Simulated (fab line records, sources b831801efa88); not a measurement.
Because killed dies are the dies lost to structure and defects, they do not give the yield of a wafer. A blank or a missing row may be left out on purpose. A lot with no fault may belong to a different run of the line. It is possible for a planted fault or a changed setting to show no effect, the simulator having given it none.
fab line records	flow sky130
[record] lots = 9	wafers = 27	last-day = 50
route steps=708 shown FIELD_ISO@17 VT_ADJUST_NCORE@123 VT_ADJUST_HVTR@141 POLY_CUT@317 PAD_OPEN@708
lots untouched by any fault: they come from a run of this same line in which no faults occurred
start-h: hours from the record's opening day to when the first of the lot's shown wafers began	wait-h: how many hours have passed since the lot's step before this one	" as in the row above	L1.1+2: a single row standing in for several wafers	- either no value or no given start	* or withheld: withheld	< > ~ a bound
route shown NAME@n: names a module that has steps shown in the file, with the first one's number in the route	usual: mean/standard deviation taken from wafers without a fault	same: alike in all rows	chamber/n: place in a boat	sites: each site's reading	_std_site: standard deviation across them	_edge_site: inner sites' mean taken away from outer sites' mean	radius-mm: for every site, how far away it sits from the centre of the wafer	mask NAME#n: copy n	behind: the tool/chamber that last shaped the wafer	hold: cause of the lot's hold/its duration in hours/its outcome	device: which transistor (n, p or np) failed to switch	end of line: the tests these same wafers got at the end of their route	a step with no rows: only its recipe	killed: not the wafer's yield, but the dies lost to structure and defects at the first sort	map: a wafer's dies, x killed, . not, _ none there
set.NAME: the setting as run; set.NAME@STEP: as run at that earlier step	model.NAME: the simulator's own value behind a step, which no gauge read
a sample of lots followed through the steps of the route, with each step as a table and each wafer as a row
services: from which hour (start-h, from the record's first day; less than 0 if before it) a tool's chamber was out of use, for how many hours, and why
[[steps]]
[step SKY_FIELD_ISO_STRIP_16]
[recipe] chemistry = O2/N2	power-w = 1400	pressure-mtorr = 1500	platen-temp-c = withheld	o2-flow-sccm = 3000	n2-flow-sccm = 300	overash-fraction = 0.5
[usual] chamber-pressure-mTorr = 1500.1/1.4	drypump-motor-current-A = 5.8/0.32	oes-product-au = 0.374/0.0052	strip-time-to-endpoint-s = 3.45/0.032
lot.wafer	tool	chamber	start-h	wait-h	chamber-pressure-mTorr	drypump-motor-current-A	oes-product-au	rf-hours-counter-h	strip-time-to-endpoint-s
L883.1	plasma-asher-01	0	54.71	0.0	1499.0	5.2	0.374	35	3.44
L883.4	"	1	"	"	1502.1	5.5	0.374	-	3.40
L883.6	"	0	"	"	1499.0	5.3	0.374	-	3.43
L886.2	plasma-asher-03	0	70.13	0.0	1500.7	5.8	0.381	40	3.46
L886.3	"	0	"	"	1498.6	5.8	0.383	-	3.45
L886.5	"	0	"	"	1497.8	5.8	0.376	-	3.49
L895.1	plasma-asher-03	1	112.08	0.0	1501.4	6.2	0.385	44	3.49
L895.2	"	0	"	"	1500.5	5.8	0.381	44	3.44
L895.3	"	1	"	"	1500.6	6.2	0.369	-	3.49
L896.1	plasma-asher-01	0	116.51	0.0	1498.0	5.3	0.368	42	3.48
L896.3	"	0	"	"	1498.9	5.3	0.370	-	3.53
L896.6	"	0	"	"	1497.0	5.2	0.368	-	3.47
L897.2	plasma-asher-01	1	121.46	0.0	1502.4	5.5	0.382	42	3.45
L897.3	"	0	"	"	1500.3	5.2	0.379	-	3.48
L897.4	"	1	"	"	1499.7	5.5	0.379	-	3.46
L898.2	plasma-asher-01	1	128.83	0.0	1502.1	5.5	0.375	43	3.39
L898.4	"	0	"	"	1501.1	5.3	0.374	-	3.49
L898.6	"	0	"	"	1498.8	5.3	0.365	-	3.47
L899.1	plasma-asher-03	0	135.51	0.0	1500.1	5.8	0.381	47	3.52
L899.3	"	0	"	"	1502.3	5.8	0.376	-	3.41
L899.5	"	1	"	"	1500.2	6.1	0.366	-	3.51
L901.2	plasma-asher-01	0	144.53	0.0	1500.4	5.3	0.369	45	3.49
L901.4	"	0	"	"	1501.8	5.3	0.376	-	3.48
L901.5	"	1	"	"	1500.5	5.5	0.367	-	3.46
L902.1	plasma-asher-03	1	153.06	0.0	1497.4	6.2	0.368	48	3.37
L902.3	"	0	"	"	1500.0	5.8	0.370	-	3.40
L902.6	"	1	"	"	1497.6	6.2	0.377	-	3.48
[step SKY_VT_ADJUST_NCORE_EXPOSE_04]
[recipe] mask-id = LVTN_COMPLEMENT_THIN	na = 0.6	source-shape = conventional	sigma-outer = 0.6	polarization = unpolarized	target-cd-nm = 380	dose-mj = 139
[usual] focus-offset-nm = 0.0/0.58
lot.wafer	tool	chamber	start-h	wait-h	mask	focus-offset-nm
L883.1	iline-stepper-01	0	229.30	-	LVTN_COMPLEMENT_THIN#0	-0.6
L883.4	"	0	"	"	LVTN_COMPLEMENT_THIN#0	-0.4
L883.6	"	0	"	"	LVTN_COMPLEMENT_THIN#0	-0.7
L886.2	iline-stepper-01	0	240.16	-	HVTRM#0	1.0
L886.3	"	0	"	"	HVTRM#0	0.3
L886.5	"	0	"	"	HVTRM#0	0.9
L895.1	iline-stepper-02	0	293.13	-	LVTN_COMPLEMENT_THIN#0	0.5
L895.2	"	0	"	"	LVTN_COMPLEMENT_THIN#0	0.1
L895.3	"	0	"	"	LVTN_COMPLEMENT_THIN#0	0.6
L897.2	iline-stepper-01	0	308.75	-	LVTN_COMPLEMENT_THIN#0	-0.5
L897.3	"	0	"	"	LVTN_COMPLEMENT_THIN#0	-0.7
L897.4	"	0	"	"	LVTN_COMPLEMENT_THIN#0	0.1
L896.1	iline-stepper-02	0	311.31	-	LVTN_COMPLEMENT_THIN#0	0.0
L896.3	"	0	"	"	LVTN_COMPLEMENT_THIN#0	-0.4
L896.6	"	0	"	"	LVTN_COMPLEMENT_THIN#0	-0.2
L898.2	iline-stepper-01	0	317.34	-	LVTN_COMPLEMENT_THIN#0	0.2
L898.4	"	0	"	"	LVTN_COMPLEMENT_THIN#0	0.0
L898.6	"	0	"	"	LVTN_COMPLEMENT_THIN#0	0.4
L899.1	iline-stepper-01	0	318.04	-	LVTN_COMPLEMENT_THIN#0	-0.6
L899.3	"	0	"	"	LVTN_COMPLEMENT_THIN#0	0.2
L899.5	"	0	"	"	LVTN_COMPLEMENT_THIN#0	0.0
L901.2	iline-stepper-01	0	328.23	-	LVTN_COMPLEMENT_THIN#0	-0.1
L901.4	"	0	"	"	LVTN_COMPLEMENT_THIN#0	-0.6
L901.5	"	0	"	"	LVTN_COMPLEMENT_THIN#0	0.5
L902.1	iline-stepper-01	0	333.72	-	LVTN_COMPLEMENT_THIN#0	1.4
L902.3	"	0	"	"	LVTN_COMPLEMENT_THIN#0	0.6
L902.6	"	0	"	"	LVTN_COMPLEMENT_THIN#0	0.3
[step SKY_VT_ADJUST_NCORE_CD_MEAS_07]
[recipe] target-cd-nm = 380
[usual] cd-nm = 379.5/2.8
lot.wafer	tool	chamber	start-h	wait-h	cd-nm
L883.1	cd-sem-01	-	240.26	0.1	377.6
L883.4	"	-	"	"	378.4
L883.6	"	-	"	"	378.2
L886.2	cd-sem-02	-	251.63	0.1	-
L886.3	"	-	"	"	-
L886.5	"	-	"	"	-
L895.1	cd-sem-01	-	305.44	0.1	381.5
L895.2	"	-	"	"	382.7
L895.3	"	-	"	"	380.0
L897.2	cd-sem-01	-	322.13	0.1	381.8
L897.3	"	-	"	"	382.4
L897.4	"	-	"	"	382.6
L896.1	cd-sem-01	-	324.28	0.1	378.7
L896.3	"	-	"	"	377.1
L896.6	"	-	"	"	379.4
L898.2	cd-sem-01	-	330.18	0.2	377.2
L898.4	"	-	"	"	378.1
L898.6	"	-	"	"	378.5
L899.1	cd-sem-01	-	330.58	0.1	377.0
L899.3	"	-	"	"	380.3
L899.5	"	-	"	"	379.0
L901.2	cd-sem-01	-	340.90	0.1	380.6
L901.4	"	-	"	"	378.1
L901.5	"	-	"	"	379.9
L902.1	cd-sem-02	-	347.04	0.1	376.7
L902.3	"	-	"	"	378.6
L902.6	"	-	"	"	376.6
[step SKY_VT_ADJUST_NCORE_TW_MEAS_11]
[usual] VT_ADJUST_NCORE_TW = 219.8/1.1
lot.wafer	tool	chamber	start-h	wait-h	VT_ADJUST_NCORE_TW
L883.1	film-metro-04	-	240.66	0.1	218.6
L883.4	"	-	"	"	218.7
L883.6	"	-	"	"	218.2
L886.2	film-metro-03	-	252.02	0.1	30.2
L886.3	"	-	"	"	30.3
L886.5	"	-	"	"	30.5
L895.1	film-metro-04	-	305.84	0.1	221.0
L895.2	"	-	"	"	219.8
L895.3	"	-	"	"	222.0
L897.2	film-metro-02	-	322.52	0.1	219.5
L897.3	"	-	"	"	219.3
L897.4	"	-	"	"	220.5
L896.1	film-metro-02	-	324.69	0.1	219.4
L896.3	"	-	"	"	218.5
L896.6	"	-	"	"	219.7
L898.2	film-metro-04	-	330.58	0.1	220.6
L898.4	"	-	"	"	221.0
L898.6	"	-	"	"	220.5
L899.1	film-metro-02	-	330.99	0.1	218.9
L899.3	"	-	"	"	220.8
L899.5	"	-	"	"	219.4
L901.2	film-metro-03	-	341.30	0.1	221.2
L901.4	"	-	"	"	221.1
L901.5	"	-	"	"	220.9
L902.1	film-metro-03	-	347.45	0.1	220.7
L902.3	"	-	"	"	221.9
L902.6	"	-	"	"	222.3
[step SKY_VT_ADJUST_HVTR_STRIP_10]
[recipe] chemistry = O2/N2	power-w = 1400	pressure-mtorr = 1500	platen-temp-c = withheld	o2-flow-sccm = 3000	n2-flow-sccm = 300	overash-fraction = 0.5
[usual] chamber-pressure-mTorr = 1500.1/1.3	drypump-motor-current-A = 5.8/0.38	oes-product-au = 0.715/0.0047	strip-time-to-endpoint-s = 14.17/0.036
lot.wafer	tool	chamber	start-h	wait-h	chamber-pressure-mTorr	drypump-motor-current-A	oes-product-au	rf-hours-counter-h	strip-time-to-endpoint-s
L883.1	plasma-asher-02	1	264.55	0.1	1499.6	4.8	0.714	46	14.24
L883.4	"	0	"	"	1500.5	6.1	0.715	-	14.20
L883.6	"	1	"	"	1500.2	4.8	0.714	-	14.16
L886.2	plasma-asher-04	0	276.59	0.1	1499.5	5.8	0.710	15	14.17
L886.3	"	0	"	"	1501.6	5.9	0.717	-	14.17
L886.5	"	1	"	"	1499.2	5.7	0.708	-	14.17
L895.1	plasma-asher-04	0	332.49	0.1	1498.8	5.8	0.708	21	14.15
L895.2	"	1	"	"	1501.1	5.7	0.719	21	14.18
L895.3	"	1	"	"	1499.9	5.7	0.717	-	14.19
L897.2	plasma-asher-03	0	348.75	0.1	1501.5	5.8	0.719	64	14.19
L897.3	"	1	"	"	1499.8	6.2	0.711	-	14.14
L897.4	"	0	"	"	1500.7	5.8	0.711	-	14.19
L896.1	plasma-asher-04	0	351.60	0.1	1500.6	5.8	0.708	23	14.16
L896.3	"	0	"	"	1499.0	5.8	0.707	-	14.23
L896.6	"	0	"	"	1501.0	5.8	0.706	-	14.24
L898.2	plasma-asher-03	1	357.49	0.1	1499.5	6.2	0.724	65	14.19
L898.4	"	1	"	"	1500.2	6.2	0.716	-	14.19
L898.6	"	0	"	"	1498.6	5.8	0.715	-	14.17
L899.1	plasma-asher-02	1	357.95	0.1	1497.9	4.8	0.710	56	14.15
L899.3	"	1	"	"	1498.4	4.8	0.715	-	14.13
L899.5	"	0	"	"	1499.8	6.1	0.709	-	14.13
L901.2	plasma-asher-03	0	368.50	0.1	1500.6	5.8	0.718	67	14.20
L901.4	"	1	"	"	1500.4	6.2	0.722	-	14.17
L901.5	"	1	"	"	1497.6	6.2	0.708	-	14.17
L902.1	plasma-asher-03	1	374.04	0.1	1500.5	6.2	0.711	67	14.13
L902.3	"	0	"	"	1499.1	5.8	0.720	-	14.14
L902.6	"	0	"	"	1500.7	5.8	0.721	-	14.16
[step SKY_VT_ADJUST_HVTR_TW_MEAS_11]
[usual] VT_ADJUST_HVTR_TW = 211.8/1
lot.wafer	tool	chamber	start-h	wait-h	VT_ADJUST_HVTR_TW
L883.1	film-metro-04	-	264.65	0.1	213.3
L883.4	"	-	"	"	212.5
L883.6	"	-	"	"	213.3
L886.2	film-metro-04	-	276.70	0.1	263.3
L886.3	"	-	"	"	265.1
L886.5	"	-	"	"	265.0
L895.1	film-metro-01	-	332.59	0.1	211.1
L895.2	"	-	"	"	210.7
L895.3	"	-	"	"	211.2
L897.2	film-metro-03	-	348.86	0.1	213.1
L897.3	"	-	"	"	212.4
L897.4	"	-	"	"	211.8
L896.1	film-metro-04	-	351.70	0.1	210.7
L896.3	"	-	"	"	211.8
L896.6	"	-	"	"	212.5
L898.2	film-metro-04	-	357.60	0.1	213.4
L898.4	"	-	"	"	212.8
L898.6	"	-	"	"	213.0
L899.1	film-metro-03	-	358.05	0.1	212.2
L899.3	"	-	"	"	213.3
L899.5	"	-	"	"	212.9
L901.2	film-metro-03	-	368.61	0.1	209.9
L901.4	"	-	"	"	211.4
L901.5	"	-	"	"	211.2
L902.1	film-metro-01	-	374.14	0.1	211.6
L902.3	"	-	"	"	210.8
L902.6	"	-	"	"	210.2
[step SKY_POLY_CUT_ETCH_10]
[recipe] chemistry = N2/H2	target = BARC	ion-energy-ev = 200	source-w = 500	bias-w = 100	pressure-mtorr = 30	n2-flow-sccm = 100	h2-flow-sccm = 200	stop-on = SiO2	time-s = 45.9	target-depth-a = 600
[usual] bias-w = 99.97/0.3	chamber-pressure-mTorr = 30.007/0.026	drypump-motor-current-A = 5.5/0.45	h2-flow-sccm = 200.0/0.55	oes-product-au = 0.854/0.0051	throttle-valve-pct = 13.225/0.009
lot.wafer	tool	chamber	start-h	wait-h	bias-w	chamber-pressure-mTorr	drypump-motor-current-A	h2-flow-sccm	oes-product-au	rf-hours-counter-h	throttle-valve-pct
L883.1	rie-diel-04	0	627.25	0.0	100.47	29.998	5.8	199.8	0.856	2	13.216
L883.4	"	3	"	"	99.61	30.055	5.6	199.6	0.854	65	13.239
L883.6	"	0	"	"	100.05	30.001	5.8	201.1	0.844	-	13.223
L886.2	rie-diel-04	2	645.90	0.0	100.04	30.014	5.0	199.6	0.856	12	13.227
L886.3	"	3	"	"	99.99	29.958	5.5	199.0	0.853	65	13.233
L886.5	"	2	"	"	100.42	30.028	5.0	201.9	0.850	-	13.218
L895.1	rie-diel-02	3	704.00	0.0	99.83	29.999	6.2	199.8	0.854	49	13.229
L895.2	"	2	"	"	100.32	30.024	5.8	199.9	0.854	48	13.232
L895.3	"	1	"	"	100.18	29.965	5.0	200.0	0.864	15	13.231
L897.2	rie-diel-04	1	716.54	0.0	99.86	30.005	5.8	200.1	0.849	7	13.209
L897.3	"	0	"	"	100.15	29.969	5.9	199.7	0.858	4	13.235
L897.4	"	3	"	"	99.56	29.996	5.5	200.2	0.846	1	13.228
L896.1	rie-diel-04	1	719.04	0.0	100.06	29.978	5.8	199.8	0.858	7	13.233
L896.3	"	3	"	"	100.12	30.014	5.6	201.0	0.859	1	13.237
L896.6	"	1	"	"	99.93	29.998	5.8	199.5	0.864	-	13.227
L898.2	rie-diel-02	1	728.25	0.0	99.17	30.028	5.0	199.7	0.850	15	13.235
L898.4	"	1	"	"	99.87	29.945	5.0	199.9	0.849	-	13.233
L898.6	"	0	"	"	99.88	29.999	5.0	200.3	0.864	-	13.215
L899.1	rie-diel-03	1	728.50	0.0	100.20	29.987	5.1	199.2	0.858	13	13.233
L899.3	"	2	"	"	100.32	29.983	6.0	200.7	0.850	13	13.222
L899.5	"	2	"	"	100.63	30.061	6.0	200.2	0.855	-	13.222
L901.2	rie-diel-03	3	739.14	0.0	99.93	29.996	6.2	200.0	0.853	23	13.216
L901.4	"	2	"	"	100.36	29.993	6.0	199.8	0.856	13	13.232
L901.5	"	2	"	"	100.03	30.027	6.0	200.0	0.847	-	13.243
L902.1	rie-diel-03	2	745.45	0.0	99.92	29.995	6.0	199.6	0.857	14	13.224
L902.3	"	0	"	"	100.27	29.984	5.2	199.6	0.855	9	13.233
L902.6	"	0	"	"	100.34	30.045	5.2	199.5	0.849	-	13.218
[step SKY_PAD_OPEN_PROBE_99]
[usual] killed_at_M0_to_M3 = 42/6.4	killed_at_M4_up = 2.9/1.7	killed-at-contacts = 25/5.2	killed-at-front-end = 16/4.4	killed-at-other = 0.4/0.65	killed-dies = 86/9.2	killed-on-rim = 17/3.9	killed-open = 47/6.6	killed-short = 39/5.8
[same] gross-dies = 492	killed-at-back-side = 0
lot.wafer	tool	chamber	start-h	wait-h	killed_at_M0_to_M3	killed_at_M4_up	killed-at-contacts	killed-at-front-end	killed-at-other	killed-dies	killed-on-rim	killed-open	killed-short
L886.2	prober-01	-	1140.99	0.1	40	5	26	421	0	492	96	47	40
L886.3	prober-01	-	1141.04	0.2	43	3	20	426	0	492	96	39	41
L886.5	prober-01	-	1141.14	0.2	40	4	21	426	1	492	96	40	42
L895.1	prober-02	-	1173.66	0.1	43	2	33	12	0	90	20	54	36
L895.2	prober-02	-	1173.71	0.1	35	1	29	24	1	90	18	56	34
L895.3	prober-02	-	1173.76	0.2	36	1	33	20	1	91	25	54	37
L896.1	prober-02	-	1185.47	0.1	43	1	28	15	1	88	19	51	37
L896.3	prober-02	-	1185.57	0.2	32	3	21	17	1	74	16	36	38
L896.6	prober-02	-	1185.72	0.2	47	2	14	15	0	78	15	44	33
// killed by level:class
L886.2 VT_ADJUST_NCORE:area-expose=405 CONTACT:geometric-particle:short=11 VIA1:geometric-particle:open=11 VIA3:geometric-particle:open=7 LI_CONTACT:geometric-particle:open=6 CONTACT:geometric-particle:open=5 VIA3:geometric-particle:short=5 FIELD_ISO:geometric-particle:short=4
L886.3 VT_ADJUST_NCORE:area-expose=412 VIA1:geometric-particle:open=9 METAL1:geometric-particle:short=6 CONTACT:geometric-particle:open=6 VIA2:geometric-particle:open=6 LOCAL_INTERCONNECT:geometric-particle:short=5 METAL2:geometric-particle:short=5 POLY_GATE:geometric-particle:open=4
L886.5 VT_ADJUST_NCORE:area-expose=410 VIA1:geometric-particle:open=12 CONTACT:geometric-particle:open=8 VIA1:geometric-particle:short=7 CONTACT:geometric-particle:short=5 VIA2:geometric-particle:open=5 METAL2:geometric-particle:short=5 FIELD_ISO:geometric-particle:open=4
L895.1 VIA2:geometric-particle:open=11 LI_CONTACT:geometric-particle:open=9 VIA1:geometric-particle:open=9 LOCAL_INTERCONNECT:geometric-particle:short=7 CONTACT:geometric-particle:open=7 VIA3:geometric-particle:open=5 CONTACT:geometric-particle:short=5 POLY_GATE:geometric-particle:open=4
L895.2 VIA1:geometric-particle:open=14 CONTACT:geometric-particle:open=10 LOCAL_INTERCONNECT:geometric-particle:open=6 FIELD_ISO:geometric-particle:open=5 POLY_GATE:geometric-particle:short=5 POLY_GATE:geometric-particle:open=5 METAL2:geometric-particle:short=5 VIA3:geometric-particle:open=5
L895.3 CONTACT:geometric-particle:open=13 VIA1:geometric-particle:open=9 VIA3:geometric-particle:open=8 LI_CONTACT:geometric-particle:open=6 CONTACT:geometric-particle:short=6 FIELD_ISO:geometric-particle:open=5 FIELD_ISO:geometric-particle:short=4 LOCAL_INTERCONNECT:geometric-particle:short=4
L896.1 CONTACT:geometric-particle:open=11 VIA1:geometric-particle:open=10 LI_CONTACT:geometric-particle:open=7 VIA2:geometric-particle:open=7 CONTACT:geometric-particle:short=5 METAL1:geometric-particle:short=5 VIA3:geometric-particle:open=4 POLY_GATE:geometric-particle:short=4
L896.3 FIELD_ISO:geometric-particle:short=6 CONTACT:geometric-particle:open=6 VIA1:geometric-particle:open=6 LI_CONTACT:geometric-particle:open=5 CONTACT:geometric-particle:short=5 METAL2:geometric-particle:short=5 VIA3:geometric-particle:open=5 FIELD_ISO:geometric-particle:open=4
L896.6 VIA1:geometric-particle:open=12 VIA3:geometric-particle:open=6 VIA2:geometric-particle:short=5 VIA1:geometric-particle:short=5 METAL2:geometric-particle:short=5 FIELD_ISO:geometric-particle:open=4 POLY_GATE:geometric-particle:short=4 LI_CONTACT:geometric-particle:open=4
[[services]]
tool	chamber	start-h	hours	kind
iline-stepper-01	-	31.48	4.4	pm
rie-diel-04	-	82.94	0.7	repair
iline-stepper-01	-	105.93	1.7	pm
rie-diel-04	2	138.39	8.8	repair
plasma-asher-03	-	235.53	15.6	pm
plasma-asher-01	-	258.44	1.0	repair
rie-diel-04	0	282.53	14.3	repair
plasma-asher-03	-	288.07	14.6	pm
rie-diel-04	0	301.51	2.6	repair
plasma-asher-03	-	307.60	5.5	repair
plasma-asher-03	-	312.67	4.0	repair
rie-diel-04	-	319.45	0.5	repair
iline-stepper-01	-	324.04	1.7	pm
rie-diel-04	0	365.24	4.6	repair
plasma-asher-03	-	421.26	9.0	pm
plasma-asher-03	-	458.41	2.8	pm
iline-stepper-01	-	479.14	6.7	repair
iline-stepper-01	-	517.06	0.7	repair
iline-stepper-01	-	542.22	1.7	pm
iline-stepper-01	-	621.01	8.9	pm
plasma-asher-01	-	635.74	2.8	pm
plasma-asher-01	-	690.48	2.2	repair
plasma-asher-01	-	732.02	1.7	repair
plasma-asher-01	-	733.75	9.0	pm
[[key]]
[first-sign] step = SKY_VT_ADJUST_NCORE_EXPOSE_04	reading = mask	direction = changed
[effect] step = SKY_VT_ADJUST_NCORE_CD_MEAS_07	reading = cd-nm	direction = missing
[effect] step = SKY_VT_ADJUST_NCORE_TW_MEAS_11	reading = VT_ADJUST_NCORE_TW	direction = down	sigmas = 99+	usual = 219.8	struck = 30.3
[effect] step = SKY_VT_ADJUST_HVTR_TW_MEAS_11	reading = VT_ADJUST_HVTR_TW	direction = up	sigmas = 51	usual = 211.8	struck = 264.5
[effect] step = SKY_PAD_OPEN_PROBE_99	reading = killed-at-front-end	direction = up	sigmas = 93	usual = 16	struck = 424
[more-kills-born-at] SKY_VT_ADJUST_NCORE_EXPOSE_04@iline-stepper-01 = 1227
met-at SKY_VT_ADJUST_NCORE_EXPOSE_04
struck-lots L886
tester-left-out L886
not-acting-at SKY_FIELD_ISO_STRIP_16,SKY_VT_ADJUST_HVTR_STRIP_10,SKY_POLY_CUT_ETCH_10
onset-between 229.30 240.16
[fault] kind = wrong-mask	tool = any	chamber = -	onset-h = 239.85	steps = SKY_VT_ADJUST_NCORE_EXPOSE_04	aux-copy = HVTRM#0	scope = struck-lots-only
// tester-left-out: of these lots the tester's yield and bins aren't shown, on N5 and GAA mostly nor the transistor test; their killed dies are dies lost to structure and defects alone, not to doping, threshold or leakage, so they don't give the yield
